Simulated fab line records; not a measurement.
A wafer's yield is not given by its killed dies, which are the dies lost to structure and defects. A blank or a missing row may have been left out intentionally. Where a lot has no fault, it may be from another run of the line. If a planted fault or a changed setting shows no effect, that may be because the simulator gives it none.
fab line records + flow gf180mcu + part 2 of 2: steps 25 to 36 of 36
record
- lots=5
- wafers=15
- lastDay=34
route steps=602 shown V3@450 M4@456 V4@476
lots that met no fault: from a run of the same line without faults
startH: the number of hours between the record's first day and the start of the first shown wafer of the lot + waitH: time in hours since the lot's previous step + " the same as in the row above + L1.1+2: a row that stands for several wafers + - either no value or no given start + * or withheld: withheld + < > ~ a bound
route shown NAME@n: names a module that has steps shown in the file, with the first one's number in the route + usual: mean/standard deviation of fault-free wafers + same: alike in all rows + chamber/n: place in a boat + sites: per-site readings + _std_site: standard deviation across them + _edge_site: mean of outer sites minus mean of inner sites + radiusMm: how far each site lies from the wafer's centre + mask NAME#n: copy n + behind: the tool/chamber that last shaped the wafer + hold: why the lot went on hold/how many hours it stayed there/how the hold came to an end + device: names the non-switching transistor (n, p or np) + end of line: the tests these same wafers got at the end of their route + a step without rows: its recipe alone + killed: not the wafer's yield, but the dies lost to structure and defects at the first sort + map: dies across one wafer; x = killed, . = not, _ = none there
set.NAME: the setting the step ran with; set.NAME@STEP: the setting that earlier step ran with + model.NAME: the simulator's own value behind a step, which no gauge read
lots at some steps of the route; a table a step, a row a wafer
services: the hour from which a tool's chamber was out of use, counted from the record's first day as startH (under 0 if before that day), plus the number of hours and why
## steps
# step GF_M4_STRIP_18
# recipe
- chemistry=postEtchResidueRemover
- timeS=1200
- tempC=72.5
# usual
- bathHeatDutyPct=15.0/1.3
# same
- timeS=1200
| lot.wafer | tool        | chamber | startH | waitH | bathHeatDutyPct |
|-----------|-------------|---------|--------|-------|-----------------|
| L078.1    | wetBench-02 | 0       | 564.14 | 0.1   | 14.0            |
| L078.5    | "           | 0       | "      | "     | 13.3            |
| L078.6    | "           | 0       | "      | "     | 15.1            |
| L079.3    | wetBench-02 | 2       | 595.74 | 0.1   | 15.4            |
| L079.4    | "           | 2       | "      | "     | 15.7            |
| L079.6    | "           | 2       | "      | "     | 14.3            |
| L085.2    | wetBench-02 | 0       | 625.52 | 0.1   | 13.7            |
| L085.5    | "           | 0       | "      | "     | 14.3            |
| L085.6    | "           | 0       | "      | "     | 13.5            |
| L084.2    | wetBench-02 | 2       | 627.29 | 0.1   | 16.4            |
| L084.4    | "           | 2       | "      | "     | 15.8            |
| L084.6    | "           | 2       | "      | "     | 14.8            |
| L094.1    | wetBench-04 | 2       | 701.49 | 0.1   | 16.4            |
| L094.4    | "           | 2       | "      | "     | 16.8            |
| L094.5    | "           | 2       | "      | "     | 16.6            |
# step GF_M4_CLEAN_19
# recipe
- chemistry=DIW
- dry=n2Spin
| lot.wafer  | tool        | chamber | startH | waitH |
|------------|-------------|---------|--------|-------|
| L078.1+5+6 | wetBench-04 | 3       | 564.48 | 0.0   |
| L079.3+4+6 | wetBench-02 | 1       | 596.08 | 0.0   |
| L085.2+5+6 | wetBench-01 | 0       | 625.86 | 0.0   |
| L084.2+4+6 | wetBench-04 | 1       | 627.63 | 0.0   |
| L094.1+4+5 | wetBench-01 | 3       | 701.83 | 0.0   |
# step GF_V4_CVD_00
# recipe
- material=SiO2
- targetThkNm=600
- sigmaOpenFrac=0.3
- tempC=400
- timeS=100
- sih4FlowSccm=60
- pressureMtorr=6
# usual
- pressureMtorr=6.000/0.013
# same
- timeS=100
| lot.wafer | tool      | chamber | startH | waitH | pressureMtorr |
|-----------|-----------|---------|--------|-------|---------------|
| L078.1    | hdpcvd-01 | 2       | 564.57 | 0.0   | 6.007         |
| L078.5    | "         | 0       | "      | "     | 5.974         |
| L078.6    | "         | 1       | "      | "     | 6.000         |
| L079.3    | hdpcvd-02 | 1       | 596.17 | 0.0   | 6.035         |
| L079.4    | "         | 2       | "      | "     | 5.983         |
| L079.6    | "         | 1       | "      | "     | 6.019         |
| L085.2    | hdpcvd-02 | 2       | 625.95 | 0.0   | 6.020         |
| L085.5    | "         | 0       | "      | "     | 5.999         |
| L085.6    | "         | 2       | "      | "     | 6.002         |
| L084.2    | hdpcvd-01 | 0       | 627.72 | 0.0   | 6.004         |
| L084.4    | "         | 2       | "      | "     | 6.009         |
| L084.6    | "         | 1       | "      | "     | 6.002         |
| L094.1    | hdpcvd-01 | 2       | 701.92 | 0.0   | 6.008         |
| L094.4    | "         | 0       | "      | "     | 5.991         |
| L094.5    | "         | 2       | "      | "     | 5.991         |
# step GF_V4_THK_MEAS_01
# recipe
- reads=SiO2_of_V4_CVD_00
# usual
- V4_CVD_00_THK=596/6.7
| lot.wafer | tool         | chamber | startH | waitH | V4_CVD_00_THK[nm] |
|-----------|--------------|---------|--------|-------|-------------------|
| L078.1    | filmMetro-03 | -       | 564.64 | 0.0   | 599               |
| L078.5    | "            | -       | "      | "     | 594               |
| L078.6    | "            | -       | "      | "     | 595               |
| L079.3    | filmMetro-02 | -       | 596.27 | 0.1   | 602               |
| L079.4    | "            | -       | "      | "     | 600               |
| L079.6    | "            | -       | "      | "     | 601               |
| L085.2    | filmMetro-01 | -       | 626.03 | 0.0   | 596               |
| L085.5    | "            | -       | "      | "     | 596               |
| L085.6    | "            | -       | "      | "     | 597               |
| L084.2    | filmMetro-01 | -       | 627.80 | 0.0   | 580               |
| L084.4    | "            | -       | "      | "     | 599               |
| L084.6    | "            | -       | "      | "     | 580               |
| L094.1    | filmMetro-02 | -       | 701.99 | 0.0   | 586               |
| L094.4    | "            | -       | "      | "     | 583               |
| L094.5    | "            | -       | "      | "     | 588               |
# step GF_V4_CVD_02
# recipe
- material=SiO2
- targetThkNm=850
- precursor=TEOS
- tempC=400
- timeS=94.851
- rfW=600
# usual
- heaterPowerW=624/77
# same
- timeS=94.851
| lot.wafer | tool     | chamber | startH | waitH | heaterPowerW |
|-----------|----------|---------|--------|-------|--------------|
| L078.1    | pecvd-02 | 2       | 564.70 | 0.1   | 588          |
| L078.5    | "        | 2       | "      | "     | 633          |
| L078.6    | "        | 1       | "      | "     | 453          |
| L079.3    | pecvd-03 | 0       | 596.31 | 0.0   | 633          |
| L079.4    | "        | 1       | "      | "     | 604          |
| L079.6    | "        | 2       | "      | "     | 517          |
| L085.2    | pecvd-02 | 1       | 626.08 | 0.0   | 543          |
| L085.5    | "        | 1       | "      | "     | 594          |
| L085.6    | "        | 0       | "      | "     | 598          |
| L084.2    | pecvd-04 | 1       | 627.85 | 0.0   | 655          |
| L084.4    | "        | 0       | "      | "     | 765          |
| L084.6    | "        | 1       | "      | "     | 683          |
| L094.1    | pecvd-04 | 2       | 702.05 | 0.1   | 783          |
| L094.4    | "        | 1       | "      | "     | 527          |
| L094.5    | "        | 2       | "      | "     | 634          |
# step GF_V4_THK_MEAS_03
# recipe
- reads=SiO2_of_V4_CVD_02
# usual
- V4_CVD_02_THK=857/12
| lot.wafer | tool         | chamber | startH | waitH | V4_CVD_02_THK[nm] |
|-----------|--------------|---------|--------|-------|-------------------|
| L078.1    | filmMetro-01 | -       | 564.77 | 0.0   | 838               |
| L078.5    | "            | -       | "      | "     | 859               |
| L078.6    | "            | -       | "      | "     | 866               |
| L079.3    | filmMetro-02 | -       | 596.39 | 0.1   | 861               |
| L079.4    | "            | -       | "      | "     | 869               |
| L079.6    | "            | -       | "      | "     | 874               |
| L085.2    | filmMetro-02 | -       | 626.20 | 0.1   | 849               |
| L085.5    | "            | -       | "      | "     | 867               |
| L085.6    | "            | -       | "      | "     | 859               |
| L084.2    | filmMetro-01 | -       | 627.93 | 0.0   | 842               |
| L084.4    | "            | -       | "      | "     | 853               |
| L084.6    | "            | -       | "      | "     | 861               |
| L094.1    | filmMetro-01 | -       | 702.12 | 0.0   | 856               |
| L094.4    | "            | -       | "      | "     | 866               |
| L094.5    | "            | -       | "      | "     | 860               |
# step GF_V4_CMP_04
# recipe
- material=SiO2
- downForcePsi=4
- platenRpm=60
- padVelocityMS=0.94248
# usual
- motorCurrentA=11.7/1.5
- slurryFilterDpKPa=13.50/0.14
- timeToEndpointS=85/5.6
| lot.wafer | tool   | chamber | startH | waitH | motorCurrentA | slurryFilterDpKPa | timeToEndpointS |
|-----------|--------|---------|--------|-------|---------------|-------------------|-----------------|
| L078.1    | cmp-01 | 1       | 564.98 | 0.2   | 12.6          | 13.45             | 81              |
| L078.5    | "      | 2       | "      | "     | 13.1          | 13.25             | 84              |
| L078.6    | "      | 3       | "      | "     | 11.3          | 13.49             | 84              |
| L079.4    | cmp-01 | 0       | 596.43 | 0.0   | 12.3          | 13.32             | 86              |
| L079.3    | "      | 2       | "      | "     | 13.9          | 13.51             | 85              |
| L079.6    | "      | 1       | "      | "     | 12.7          | 13.50             | 91              |
| L085.2    | cmp-02 | 2       | 626.25 | 0.0   | 14.3          | 13.49             | 75              |
| L085.5    | "      | 2       | "      | "     | 14.2          | 13.49             | 80              |
| L085.6    | "      | 3       | "      | "     | 10.6          | 13.43             | 81              |
| L084.4    | cmp-01 | 1       | 627.98 | 0.0   | 12.6          | 13.52             | 86              |
| L084.2    | "      | 0       | "      | "     | 12.3          | 13.49             | 84              |
| L084.6    | "      | 2       | "      | "     | 13.5          | 13.61             | 88              |
| L094.1    | cmp-02 | 1       | 702.28 | 0.1   | 9.6           | 13.32             | 91              |
| L094.4    | "      | 2       | "      | "     | 14.3          | 13.58             | 84              |
| L094.5    | "      | 0       | "      | "     | 10.9          | 13.64             | 90              |
# step GF_V4_BOW_MEAS_05
# recipe
- mode=bow
# usual
- V4_BOW=135/9.2
| lot.wafer | tool         | chamber | startH | waitH | V4_BOW[um] |
|-----------|--------------|---------|--------|-------|------------|
| L078.1    | filmMetro-03 | -       | 565.13 | 0.1   | 136        |
| L078.5    | "            | -       | "      | "     | 143        |
| L078.6    | "            | -       | "      | "     | 149        |
| L079.3    | filmMetro-02 | -       | 596.77 | 0.2   | 126        |
| L079.4    | "            | -       | "      | "     | 131        |
| L079.6    | "            | -       | "      | "     | 126        |
| L085.2    | filmMetro-03 | -       | 626.57 | 0.3   | 134        |
| L085.5    | "            | -       | "      | "     | 130        |
| L085.6    | "            | -       | "      | "     | 123        |
| L084.2    | filmMetro-02 | -       | 628.30 | 0.1   | 120        |
| L084.4    | "            | -       | "      | "     | 118        |
| L084.6    | "            | -       | "      | "     | 128        |
| L094.1    | filmMetro-03 | -       | 702.48 | 0.1   | 147        |
| L094.4    | "            | -       | "      | "     | 128        |
| L094.5    | "            | -       | "      | "     | 128        |
# step GF_V4_DEHYDRATE_06
# recipe
- tempC=200
- timeS=60
# usual
- heaterPowerTotalW=160.39/0.13
# same
- timeS=60
| lot.wafer | tool          | chamber | startH | waitH | heaterPowerTotalW |
|-----------|---------------|---------|--------|-------|-------------------|
| L078.1    | lithoTrack-01 | 0       | 575.28 | 10.1  | 160.55            |
| L078.5    | "             | 0       | "      | "     | 160.20            |
| L078.6    | "             | 0       | "      | "     | 160.42            |
| L079.3    | lithoTrack-01 | 0       | 606.27 | 9.5   | 160.56            |
| L079.4    | "             | 0       | "      | "     | 160.46            |
| L079.6    | "             | 0       | "      | "     | 160.60            |
| L085.2    | lithoTrack-04 | 0       | 636.24 | 9.7   | 160.29            |
| L085.5    | "             | 0       | "      | "     | 160.55            |
| L085.6    | "             | 0       | "      | "     | 160.26            |
| L084.2    | lithoTrack-01 | 0       | 638.00 | 9.7   | 160.36            |
| L084.4    | "             | 0       | "      | "     | 160.52            |
| L084.6    | "             | 0       | "      | "     | 160.37            |
| L094.1    | lithoTrack-03 | 0       | 710.70 | 8.2   | 160.17            |
| L094.4    | "             | 0       | "      | "     | 160.19            |
| L094.5    | "             | 0       | "      | "     | 160.52            |
# step GF_V4_HMDS_07
# recipe
- primeTimeS=60
- primeTempC=120
# usual
- primeTempC=119.99/0.14
| lot.wafer | tool          | chamber | startH | waitH | primeTempC |
|-----------|---------------|---------|--------|-------|------------|
| L078.1    | lithoTrack-01 | 0       | 575.43 | 0.1   | 119.90     |
| L078.5    | "             | 0       | "      | "     | 119.99     |
| L078.6    | "             | 0       | "      | "     | 120.04     |
| L079.3    | lithoTrack-01 | 0       | 606.42 | 0.1   | 119.82     |
| L079.4    | "             | 0       | "      | "     | 119.82     |
| L079.6    | "             | 0       | "      | "     | 119.89     |
| L085.2    | lithoTrack-04 | 0       | 636.39 | 0.1   | 119.98     |
| L085.5    | "             | 0       | "      | "     | 119.86     |
| L085.6    | "             | 0       | "      | "     | 119.94     |
| L084.2    | lithoTrack-01 | 0       | 638.15 | 0.1   | 119.97     |
| L084.4    | "             | 0       | "      | "     | 120.14     |
| L084.6    | "             | 0       | "      | "     | 120.13     |
| L094.1    | lithoTrack-03 | 0       | 710.85 | 0.1   | 119.83     |
| L094.4    | "             | 0       | "      | "     | 119.86     |
| L094.5    | "             | 0       | "      | "     | 120.05     |
# step GF_V4_COAT_08
# recipe
- resist=BARC
- tempC=withheld
- timeS=withheld
- spinRpm=withheld
- resistThkNm=withheld
| lot.wafer  | tool          | chamber | startH | waitH |
|------------|---------------|---------|--------|-------|
| L078.1+5+6 | lithoTrack-01 | 0       | 575.58 | 0.1   |
| L079.3+4+6 | lithoTrack-01 | 0       | 606.57 | 0.1   |
| L085.2+5+6 | lithoTrack-04 | 0       | 636.54 | 0.1   |
| L084.2+4+6 | lithoTrack-01 | 0       | 638.30 | 0.1   |
| L094.1+4+5 | lithoTrack-03 | 0       | 711.00 | 0.1   |
# step GF_V4_COAT_09
# recipe
- resist=KrF
- spinRpm=withheld
- resistThkNm=1000
| lot.wafer  | tool          | chamber | startH | waitH |
|------------|---------------|---------|--------|-------|
| L078.1+5+6 | lithoTrack-01 | 0       | -      | -     |
| L079.3+4+6 | lithoTrack-01 | 0       | -      | -     |
| L085.2+5+6 | lithoTrack-04 | 0       | -      | -     |
| L084.2+4+6 | lithoTrack-01 | 0       | -      | -     |
| L094.1+4+5 | lithoTrack-03 | 0       | -      | -     |
## services
| tool           | chamber | startH | hours | kind   |
|----------------|---------|--------|-------|--------|
| cmp-01         | -       | 522.86 | 3.8   | pm     |
| krfScanner-01  | -       | 526.07 | 4.0   | pm     |
| krfScanner-01  | -       | 532.15 | 4.4   | pm     |
| cmp-02         | -       | 542.64 | 2.3   | repair |
| pvdSputter-02  | -       | 546.47 | 0.5   | repair |
| pvdSputter-02  | -       | 559.22 | 5.7   | repair |
| plasmaAsher-03 | -       | 569.47 | 8.8   | repair |
| cvdW-01        | 1       | 570.56 | 5.9   | repair |
| cmp-02         | -       | 572.10 | 4.0   | pm     |
| pvdSputter-02  | -       | 579.01 | 2.2   | repair |
| hdpcvd-01      | -       | 579.47 | 14.6  | pm     |
| pvdSputter-01  | -       | 584.12 | 4.6   | repair |
| cmp-02         | -       | 591.76 | 0.2   | repair |
| cvdW-01        | 0       | 593.78 | 10.0  | repair |
| cmp-02         | -       | 597.28 | 11.3  | repair |
| krfScanner-01  | -       | 598.05 | 1.0   | pm     |
| cvdW-01        | -       | 609.20 | 14.6  | pm     |
| wetBench-02    | -       | 610.79 | 6.4   | repair |
| pvdSputter-03  | -       | 635.64 | 3.7   | repair |
| cmp-01         | -       | 642.70 | 2.3   | repair |
| cvdW-01        | -       | 649.58 | 6.9   | pm     |
| pvdSputter-02  | -       | 670.83 | 13.1  | repair |
| pvdSputter-04  | -       | 679.23 | 3.7   | repair |
| cmp-01         | -       | 709.55 | 3.5   | repair |
